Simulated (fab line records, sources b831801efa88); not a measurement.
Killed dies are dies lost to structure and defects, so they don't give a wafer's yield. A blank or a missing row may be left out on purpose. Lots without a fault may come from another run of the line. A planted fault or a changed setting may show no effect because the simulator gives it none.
fab line records | flow sky130
record lots=6 wafers=18 last_day=49
route steps=708 shown VIA2@522 METAL3@532 PAD_OPEN@708
lots that met no fault: from a run of the same line without faults
start_h: hours from the record's first day to the start of the lot's first wafer shown | wait_h: hours since the lot's step before | " the same as in the row above | L1.1+2: a row that stands for several wafers | - no value, or no start given | * or withheld: withheld | < > ~ a bound
route shown NAME@n: a module of which the file shows steps, and the number in the route of the first | usual: mean/standard deviation of fault-free wafers | same: alike in all rows | chamber/n: place in a boat | sites: the reading at each site | _std_site: their standard deviation | _edge_site: outer sites' mean less inner sites' | radius_mm: how far each site lies from the wafer's centre | mask NAME#n: copy n | behind: the tool/chamber that last shaped the wafer | hold: why the lot was held/for how many hours/how that ended | device: the transistor (n, p or np) that didn't switch | end of line: the same wafers' tests at the end of the route | a step without rows: its recipe alone | killed: dies lost to structure and defects at the first sort, not the wafer's yield | map: a wafer's dies, x killed, . not, _ none there
set.NAME: the setting as run; set.NAME@STEP: as run at that earlier step | model.NAME: the simulator's own value behind a step, which no gauge read
lots at some steps of the route; a table a step, a row a wafer
services: from which hour (start_h, from the record's first day; less than 0 if before it) a tool's chamber was out of use, for how many hours, and why
## steps
# step SKY_VIA2_ETCH_15
# recipe target=SiO2 chemistry=C4F8/O2/Ar target_depth_nm=546 stop_on=TiN mask_material=KrF-thick source_w=1500 bias_w=1200 pressure_mtorr=40 c4f8_flow_sccm=withheld O2_flow_sccm=6 Ar_flow_sccm=300 time_s=84
# step SKY_VIA2_STRIP_16
# recipe chemistry=O2/N2 power_w=1400 pressure_mtorr=1500 platen_temp_c=withheld o2_flow_sccm=3000 n2_flow_sccm=300 overash_fraction=0.5
# usual drypump_motor_current_A=5.5/0.59 oes_product_au=0.398/0.0043 strip_time_to_endpoint_s=4.036/0.024
# same overash_fraction=0.5
# columns lot.wafer tool chamber start_h wait_h drypump_motor_current_A oes_product_au rf_hours_counter_h strip_time_to_endpoint_s
L984.2 plasma_asher-03 0 847.46 0.0 5.7 0.407 72 4.007
L984.3 " 1 " " 4.7 0.401 - 4.032
L984.6 " 0 " " 5.7 0.396 - 4.021
L986.4 plasma_asher-03 0 871.24 0.1 5.7 0.404 - 4.059
L986.5 " 0 " " 5.7 0.393 - 4.013
L986.6 " 1 " " 4.7 0.400 - 4.028
L997.1 plasma_asher-02 1 946.01 0.0 5.8 0.402 24 4.039
L997.4 " 0 " " 6.2 0.398 - 4.032
L997.6 " 1 " " 5.8 0.401 - 4.006
L998.4 plasma_asher-03 1 953.20 0.1 4.7 0.399 - 4.036
L998.5 " 0 " " 5.7 0.406 - 4.051
L998.6 " 1 " " 4.7 0.402 - 4.037
L102.1 plasma_asher-03 0 981.02 0.0 5.7 0.398 87 4.044
L102.4 " 0 " " 5.7 0.395 - 4.057
L102.5 " 0 " " 5.7 0.394 - 4.031
L103.4 plasma_asher-03 0 989.11 0.1 5.7 0.397 - 4.054
L103.5 " 0 " " 5.7 0.393 - 4.056
L103.6 " 1 " " 4.6 0.399 - 4.057
# step SKY_VIA2_STRIP_17
# recipe chemistry=post_etch_residue_remover time_s=1200 temp_c=72.5
# step SKY_VIA2_CLEAN_18
# recipe chemistry=IPA time_s=180 temp_c=25
# step SKY_VIA2_CLEAN_19
# recipe chemistry=O3/DIW dry=n2_spin
# step SKY_VIA2_SPUTTER_20
# recipe material=TiN target_thk_nm=20 chamber_pressure_pa=5 power_w=3885 time_s=80
# usual cathode_dc_power_W=3885.0/0.74 chamber_pressure_pa=5.000/0.0097 throttle_valve_pct=29.5/0.87
# columns lot.wafer tool chamber start_h wait_h cathode_dc_power_W chamber_pressure_pa throttle_valve_pct
L984.2 pvd_sputter-01 - 848.05 0.0 3885.1 5.007 32.2
L984.3 " - " " 3885.0 4.988 28.6
L984.6 " - " " 3885.7 5.002 32.1
L986.4 pvd_sputter-03 - 871.80 0.0 3885.9 5.007 28.6
L986.5 " - " " 3886.0 5.022 28.9
L986.6 " - " " 3885.3 5.002 29.6
L997.1 pvd_sputter-03 - 946.60 0.0 3883.5 5.016 28.6
L997.4 " - " " 3884.6 4.999 29.8
L997.6 " - " " 3884.3 4.998 28.9
L998.4 pvd_sputter-03 - 953.76 0.0 3885.5 5.005 29.9
L998.5 " - " " 3884.3 5.000 29.2
L998.6 " - " " 3884.9 5.012 29.4
L102.1 pvd_sputter-03 - 981.62 0.0 3884.3 5.007 29.5
L102.4 " - " " 3883.8 4.993 28.9
L102.5 " - " " 3885.3 5.000 29.8
L103.4 pvd_sputter-03 - 989.67 0.0 3885.1 4.997 29.8
L103.5 " - " " 3885.5 4.981 29.1
L103.6 " - " " 3885.3 5.000 29.3
# step SKY_VIA2_CVD_21
# recipe material=W target_thk_nm=420 time_s=126.4 temp_c=400 pressure_torr=40
# usual heater_power_w=765/22
# columns lot.wafer tool chamber start_h wait_h heater_power_w
L984.2 cvd_w-01 1 848.11 0.0 767
L984.3 " 0 " " 756
L984.6 " 0 " " 782
L986.4 cvd_w-01 1 871.90 0.1 750
L986.5 " 0 " " 762
L986.6 " 1 " " 752
L997.1 cvd_w-01 0 946.66 0.0 755
L997.4 " 1 " " 759
L997.6 " 1 " " 766
L998.4 cvd_w-02 0 953.86 0.1 775
L998.5 " 1 " " 718
L998.6 " 0 " " 773
L102.1 cvd_w-02 0 981.68 0.0 794
L102.4 " 1 " " 713
L102.5 " 1 " " 727
L103.4 cvd_w-01 0 989.77 0.1 773
L103.5 " 0 " " 797
L103.6 " 1 " " 733
# step SKY_VIA2_RS_MEAS_22
# recipe thk_meas_gauge=four-point-probe reads=W_of_VIA2_CVD_21+TiN_of_VIA2_SPUTTER_20
# usual VIA2_W_RS=0.2712/0.0025
# columns lot.wafer tool chamber start_h wait_h VIA2_W_RS[ohm/sq]
L984.2 film_metro-02 - 848.27 0.1 0.2699
L984.3 " - " " 0.2733
L984.6 " - " " 0.2692
L986.4 film_metro-02 - 872.05 0.1 0.2712
L986.5 " - " " 0.2686
L986.6 " - " " 0.2698
L997.1 film_metro-03 - 946.79 0.1 0.2704
L997.4 " - " " 0.2674
L997.6 " - " " 0.2704
L998.4 film_metro-02 - 954.01 0.1 0.2749
L998.5 " - " " 0.2714
L998.6 " - " " 0.2701
L102.1 film_metro-03 - 981.81 0.1 0.2747
L102.4 " - " " 0.2720
L102.5 " - " " 0.2739
L103.4 film_metro-03 - 989.92 0.1 0.2756
L103.5 " - " " 0.2740
L103.6 " - " " 0.2703
# step SKY_VIA2_THK_MEAS_23
# recipe thk_meas_gauge=xrf reads=W_of_VIA2_CVD_21
# usual VIA2_W_THK=428/6.7
# columns lot.wafer tool chamber start_h wait_h VIA2_W_THK[nm]
L984.2 film_metro-02 - 848.38 0.1 427
L984.3 " - " " 423
L984.6 " - " " 428
L986.4 film_metro-02 - 872.14 0.1 423
L986.5 " - " " 423
L986.6 " - " " 424
L997.1 film_metro-03 - 946.91 0.1 425
L997.4 " - " " 435
L997.6 " - " " 430
L998.4 film_metro-02 - 954.10 0.1 415
L998.5 " - " " 419
L998.6 " - " " 421
L102.1 film_metro-03 - 981.93 0.1 420
L102.4 " - " " 429
L102.5 " - " " 423
L103.4 film_metro-03 - 990.01 0.1 421
L103.5 " - " " 424
L103.6 " - " " 431
# step SKY_VIA2_CMP_24
# recipe stop_on=SiO2 t_overpolish_s=20 down_force_psi=3.5 platen_rpm=60 target_thk_nm=0 pad_velocity_m_s=0.94248
# step SKY_METAL3_SPUTTER_00
# recipe material=Ti target_thk_nm=15 power_w=3000 time_s=10 chamber_pressure_pa=0.4
# usual cathode_dc_power_W=3000.0/0.58 chamber_pressure_pa=0.3999/0.00089 throttle_valve_pct=29.6/0.64
# columns lot.wafer tool chamber start_h wait_h cathode_dc_power_W chamber_pressure_pa throttle_valve_pct
L984.2 pvd_sputter-04 - 848.73 0.2 3000.7 0.3993 29.1
L984.3 " - " " 2999.9 0.3999 30.2
L984.6 " - " " 3000.5 0.4004 30.0
L986.4 pvd_sputter-02 - 872.47 0.2 3000.2 0.4004 30.8
L986.5 " - " " 3000.2 0.3998 31.0
L986.6 " - " " 3000.0 0.4008 29.9
L997.1 pvd_sputter-04 - 947.27 0.1 2998.2 0.4020 29.9
L997.4 " - " " 3000.0 0.4010 30.0
L997.6 " - " " 2999.8 0.4012 30.4
L998.4 pvd_sputter-04 - 954.44 0.1 2999.5 0.4026 30.0
L998.5 " - " " 3001.0 0.3991 30.4
L998.6 " - " " 2999.7 0.4007 29.3
L102.1 pvd_sputter-03 - 982.29 0.2 3000.1 0.4002 28.9
L102.4 " - " " 2999.7 0.4005 28.9
L102.5 " - " " 3000.6 0.3992 29.4
L103.4 pvd_sputter-04 - 990.34 0.1 2999.6 0.4005 30.0
L103.5 " - " " 2999.0 0.4007 30.5
L103.6 " - " " 3000.5 0.3991 29.0
# step SKY_METAL3_SPUTTER_01
# recipe material=TiN target_thk_nm=20 power_w=6500 time_s=16.7 chamber_pressure_pa=0.4
# step SKY_METAL3_SPUTTER_02
# recipe material=AlCu target_thk_nm=735 power_w=10600 time_s=39.1 chamber_pressure_pa=0.4
# usual cathode_dc_power_W=10600/1.8 chamber_pressure_pa=0.4002/0.00075 throttle_valve_pct=29.7/0.66
# columns lot.wafer tool chamber start_h wait_h cathode_dc_power_W chamber_pressure_pa throttle_valve_pct
L984.2 pvd_sputter-04 - 848.77 0.0 10599 0.4002 29.0
L984.3 " - " " 10599 0.3994 30.2
L984.6 " - " " 10599 0.3991 29.9
L986.4 pvd_sputter-02 - 872.52 0.0 10601 0.4006 30.9
L986.5 " - " " 10600 0.4014 31.0
L986.6 " - " " 10598 0.4001 29.9
L997.1 pvd_sputter-04 - 947.32 0.0 - - -
L997.4 " - " " - - -
L997.6 " - " " - - -
L998.4 pvd_sputter-04 - 954.50 0.0 - - -
L998.5 " - " " - - -
L998.6 " - " " - - -
L102.1 pvd_sputter-03 - 982.34 0.0 10600 0.3987 29.0
L102.4 " - " " 10600 0.3999 28.9
L102.5 " - " " 10599 0.4006 29.3
L103.4 pvd_sputter-04 - 990.39 0.0 10596 0.4001 30.2
L103.5 " - " " 10595 0.4010 30.4
L103.6 " - " " 10598 0.4014 29.1
# step SKY_METAL3_SPUTTER_03
# recipe material=Ti target_thk_nm=5 power_w=3000 time_s=3.3 chamber_pressure_pa=0.4
# usual cathode_dc_power_W=2999.9/0.53 chamber_pressure_pa=0.4001/0.00077 throttle_valve_pct=29.7/0.65
# columns lot.wafer tool chamber start_h wait_h cathode_dc_power_W chamber_pressure_pa throttle_valve_pct
L984.2 pvd_sputter-04 - 848.81 0.0 3000.0 0.3997 29.1
L984.3 " - " " 3000.4 0.3996 30.5
L984.6 " - " " 2999.4 0.3993 29.8
L986.4 pvd_sputter-02 - 872.56 0.0 2999.3 0.3994 31.3
L986.5 " - " " 2998.8 0.4017 30.9
L986.6 " - " " 2999.7 0.4011 29.6
L997.1 pvd_sputter-04 - 947.36 0.0 2999.7 0.4005 29.7
L997.4 " - " " 2999.8 0.4004 30.0
L997.6 " - " " 3000.9 0.4002 30.5
L998.4 pvd_sputter-04 - 954.53 0.0 2999.9 0.4013 29.8
L998.5 " - " " 2999.7 0.4007 30.1
L998.6 " - " " 3000.4 0.3995 29.5
L102.1 pvd_sputter-03 - 982.37 0.0 3000.1 0.4001 28.8
L102.4 " - " " 3000.6 0.4001 28.6
L102.5 " - " " 3000.1 0.4018 29.5
L103.4 pvd_sputter-04 - 990.42 0.0 3000.8 0.4010 29.9
L103.5 " - " " 3000.3 0.4007 30.5
L103.6 " - " " 3000.1 0.4004 28.9
# step SKY_PAD_OPEN_PROBE_99
# usual defect_limited_yield=82.6/1.9 killed_at_M0_to_M3=43/6.9 killed_at_M4_up=3.2/2 killed_at_contacts=25/5.1 killed_at_front_end=15/4.5 killed_at_other=0.2/0.51 killed_dies=85/9.5 killed_on_rim=16/3.7 killed_open=48/6.9 killed_short=38/6.7 sort_bin_3_pad_short=0.8/0.4 sort_bin_5_function=10.2/1.6 sort_bin_6_memory=6.4/1.1 sort_n_pass=407/9.5 sort_yield_pct=82.6/1.9
# same gross_dies=492 killed_at_back_side=0 sort_bin_4_leakage[%]=0 sort_bin_8_speed[%]=0
# columns lot.wafer tool chamber start_h wait_h defect_limited_yield[%] killed_at_M0_to_M3 killed_at_M4_up killed_at_contacts killed_at_front_end killed_at_other killed_dies killed_on_rim killed_open killed_short sort_bin_3_pad_short[%] sort_bin_5_function[%] sort_bin_6_memory[%] sort_n_pass sort_yield_pct[%]
L984.2 prober-01 - 1075.98 0.1 84.1 43 1 26 8 0 78 10 51 27 0.8 7.5 7.5 414 84.1
L984.3 prober-01 - 1076.03 0.2 83.5 37 3 16 25 0 81 15 40 41 1.4 8.7 6.3 411 83.5
L984.6 prober-01 - 1076.18 0.2 84.6 42 3 19 10 2 76 11 43 33 1.2 9.8 4.5 416 84.6
L997.1 prober-02 - 1152.47 0.1 0 452 4 25 11 0 492 96 43 33 1.4 93.9 4.7 0 0
L997.4 prober-02 - 1152.62 0.2 0 453 2 27 10 0 492 96 49 39 0 92.5 7.5 0 0
L997.6 prober-02 - 1152.72 0.2 0 453 1 24 13 1 492 96 62 42 1.6 91.5 6.9 0 0
L998.4 prober-01 - 1159.37 0.2 0 441 6 23 22 0 492 96 47 55 1.2 92.1 6.7 0 0
L998.5 prober-01 - 1159.42 0.2 0 461 5 17 9 0 492 96 40 44 1.2 92.1 6.7 0 0
L998.6 prober-01 - 1159.47 0.2 0 459 4 19 10 0 492 96 40 37 0.4 95.3 4.3 0 0
L103.4 prober-02 - 1183.52 0.2 82.5 39 2 30 15 0 86 17 59 27 0.8 10.8 5.9 406 82.5
L103.5 prober-02 - 1183.57 0.2 81.9 56 3 17 13 0 89 17 47 42 1.4 11.2 5.5 403 81.9
L103.6 prober-02 - 1183.62 0.2 81.3 50 6 26 10 0 92 19 41 51 1.8 10.6 6.3 400 81.3
# killed by level:class
L984.2 VIA1:geometric_particle:open=12 CONTACT:geometric_particle:open=10 LI_CONTACT:geometric_particle:open=8 VIA3:geometric_particle:open=8 VIA2:geometric_particle:open=6 METAL1:geometric_particle:short=5 METAL2:geometric_particle:short=5 POLY_GATE:geometric_particle:open=3
L984.3 VIA1:geometric_particle:open=11 FIELD_ISO:geometric_particle:short=6 POLY_GATE:geometric_particle:short=6 FIELD_ISO:geometric_particle:open=5 POLY_GATE:geometric_particle:open=5 CONTACT:geometric_particle:open=5 VIA2:geometric_particle:open=5 METAL2:geometric_particle:short=4
L984.6 VIA1:geometric_particle:open=10 METAL1:geometric_particle:short=7 VIA2:geometric_particle:open=7 CONTACT:geometric_particle:open=6 LI_CONTACT:geometric_particle:open=5 LOCAL_INTERCONNECT:geometric_particle:short=4 VIA1:geometric_particle:short=3 METAL2:geometric_particle:short=3
L997.1 METAL3:area_sputter=416 VIA1:geometric_particle:open=10 LI_CONTACT:geometric_particle:open=8 CONTACT:geometric_particle:open=8 VIA1:geometric_particle:short=8 VIA3:geometric_particle:open=5 FIELD_ISO:geometric_particle:open=4 POLY_GATE:geometric_particle:short=4
L997.4 METAL3:area_sputter=404 VIA1:geometric_particle:open=14 CONTACT:geometric_particle:open=11 VIA1:geometric_particle:short=9 VIA2:geometric_particle:open=8 LI_CONTACT:geometric_particle:open=5 LOCAL_INTERCONNECT:geometric_particle:short=5 VIA3:geometric_particle:open=5
L997.6 METAL3:area_sputter=388 VIA1:geometric_particle:open=21 VIA3:geometric_particle:open=11 METAL1:geometric_particle:short=8 LI_CONTACT:geometric_particle:open=8 VIA1:geometric_particle:short=8 VIA2:geometric_particle:open=6 CONTACT:geometric_particle:open=6
L998.4 METAL3:area_sputter=390 METAL1:geometric_particle:short=10 POLY_GATE:geometric_particle:short=9 LI_CONTACT:geometric_particle:open=9 VIA1:geometric_particle:open=7 VIA2:geometric_particle:open=7 LOCAL_INTERCONNECT:geometric_particle:short=5 METAL2:geometric_particle:short=5
L998.5 METAL3:area_sputter=408 VIA1:geometric_particle:open=8 VIA3:geometric_particle:open=7 METAL1:geometric_particle:short=7 CONTACT:geometric_particle:short=6 VIA1:geometric_particle:short=6 METAL2:geometric_particle:short=6 VIA2:geometric_particle:open=6
L998.6 METAL3:area_sputter=415 METAL2:geometric_particle:short=9 VIA2:geometric_particle:open=8 LI_CONTACT:geometric_particle:open=7 VIA1:geometric_particle:open=7 FIELD_ISO:geometric_particle:open=6 CONTACT:geometric_particle:short=6 VIA3:geometric_particle:open=5
L103.4 CONTACT:geometric_particle:open=16 VIA1:geometric_particle:open=12 LI_CONTACT:geometric_particle:open=6 VIA2:geometric_particle:open=6 FIELD_ISO:geometric_particle:open=5 VIA3:geometric_particle:open=5 LOCAL_INTERCONNECT:geometric_particle:short=4 CONTACT:geometric_particle:short=4
L103.5 VIA1:geometric_particle:open=17 METAL2:geometric_particle:short=8 VIA3:geometric_particle:open=8 LI_CONTACT:geometric_particle:open=5 VIA3:geometric_particle:short=5 CONTACT:geometric_particle:open=5 METAL1:geometric_particle:short=5 VIA1:geometric_particle:short=5
L103.6 VIA3:geometric_particle:open=8 CONTACT:geometric_particle:open=7 VIA1:geometric_particle:short=7 CONTACT:geometric_particle:short=7 VIA2:geometric_particle:open=7 LI_CONTACT:geometric_particle:open=6 METAL2:geometric_particle:short=6 VIA3:geometric_particle:short=6
# map L997.1 (x killed, . not)
__________xxxxxxxxxx_________
________xxxxxxxxxxxxxx_______
______xxxxxxxxxxxxxxxxxx_____
_____xxxxxxxxxxxxxxxxxxxx____
____xxxxxxxxxxxxxxxxxxxxxx___
___xxxxxxxxxxxxxxxxxxxxxxxx__
__xxxxxxxxxxxxxxxxxxxxxxxxxx_
_xxxxxxxxxxxxxxxxxxxxxxxxxxxx
_xxxxxxxxxxxxxxxxxxxxxxxxxxxx
_xxxxxxxxxxxxxxxxxxxxxxxxxxxx
_xxxxxxxxxxxxxxxxxxxxxxxxxxxx
_xxxxxxxxxxxxxxxxxxxxxxxxxxxx
_xxxxxxxxxxxxxxxxxxxxxxxxxxxx
_xxxxxxxxxxxxxxxxxxxxxxxxxxxx
_xxxxxxxxxxxxxxxxxxxxxxxxxxxx
__xxxxxxxxxxxxxxxxxxxxxxxxxx_
___xxxxxxxxxxxxxxxxxxxxxxxx__
____xxxxxxxxxxxxxxxxxxxxxx___
_____xxxxxxxxxxxxxxxxxxxx____
______xxxxxxxxxxxxxxxxxx_____
________xxxxxxxxxxxxxx_______
__________xxxxxxxxxx_________
# map L998.4 (x killed, . not)
__________xxxxxxxxxx_________
________xxxxxxxxxxxxxx_______
______xxxxxxxxxxxxxxxxxx_____
_____xxxxxxxxxxxxxxxxxxxx____
____xxxxxxxxxxxxxxxxxxxxxx___
___xxxxxxxxxxxxxxxxxxxxxxxx__
__xxxxxxxxxxxxxxxxxxxxxxxxxx_
_xxxxxxxxxxxxxxxxxxxxxxxxxxxx
_xxxxxxxxxxxxxxxxxxxxxxxxxxxx
_xxxxxxxxxxxxxxxxxxxxxxxxxxxx
_xxxxxxxxxxxxxxxxxxxxxxxxxxxx
_xxxxxxxxxxxxxxxxxxxxxxxxxxxx
_xxxxxxxxxxxxxxxxxxxxxxxxxxxx
_xxxxxxxxxxxxxxxxxxxxxxxxxxxx
_xxxxxxxxxxxxxxxxxxxxxxxxxxxx
__xxxxxxxxxxxxxxxxxxxxxxxxxx_
___xxxxxxxxxxxxxxxxxxxxxxxx__
____xxxxxxxxxxxxxxxxxxxxxx___
_____xxxxxxxxxxxxxxxxxxxx____
______xxxxxxxxxxxxxxxxxx_____
________xxxxxxxxxxxxxx_______
__________xxxxxxxxxx_________
## services
# columns tool chamber start_h hours kind
pvd_sputter-02 1 828.20 - consumable_replace:kit
pvd_sputter-02 1 828.20 18.0 scheduled_down
pvd_sputter-02 1 828.20 18.0 vent_cycle
pvd_sputter-01 3 832.59 - consumable_replace:kit
pvd_sputter-01 3 832.59 18.0 scheduled_down
pvd_sputter-02 - 837.70 4.5 repair
pvd_sputter-02 - 839.46 16.7 repair
plasma_asher-02 - 849.75 0.4 repair
pvd_sputter-02 - 875.26 0.9 repair
plasma_asher-02 - 888.90 4.2 repair
pvd_sputter-02 - 899.75 14.9 repair
cvd_w-02 - 904.00 14.0 pm
cvd_w-02 0 904.00 14.0 vent_cycle
cvd_w-02 1 904.00 14.0 vent_cycle
plasma_asher-02 - 916.39 10.0 pm
cvd_w-02 0 918.00 - clean
cvd_w-02 1 918.00 - clean
pvd_sputter-04 3 938.79 - consumable_replace:kit
pvd_sputter-04 3 938.79 18.0 scheduled_down
pvd_sputter-04 3 938.79 18.0 vent_cycle
cvd_w-01 - 942.87 1.1 repair
pvd_sputter-04 - 957.61 5.4 repair
plasma_asher-03 - 964.60 3.2 repair
pvd_sputter-02 - 977.21 2.0 repair
## key
first_sign step=SKY_METAL3_SPUTTER_02 reading=tool_record direction=missing
effect step=SKY_PAD_OPEN_PROBE_99 reading=killed_at_M0_to_M3 direction=up sigmas=59 usual=43 struck=453
more_kills_born_at SKY_METAL3_SPUTTER_02@pvd_sputter-04=2421
met_at SKY_METAL3_SPUTTER_02
struck_wafers L997.1,L997.4,L997.6,L998.4,L998.5,L998.6
later_rows_left_out L997.1,L997.4,L997.6,L998.4,L998.5,L998.6
onset_between 848.77 947.32
fault kind=skipped_step_whole tool=pvd_sputter-04 chamber=- onset_h=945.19 steps=SKY_METAL3_SPUTTER_02 scope=struck_lots_only
# later_rows_left_out: the simulator's readings of these wafers behind a module that went badly wrong aren't trusted and aren't shown, but for the sort
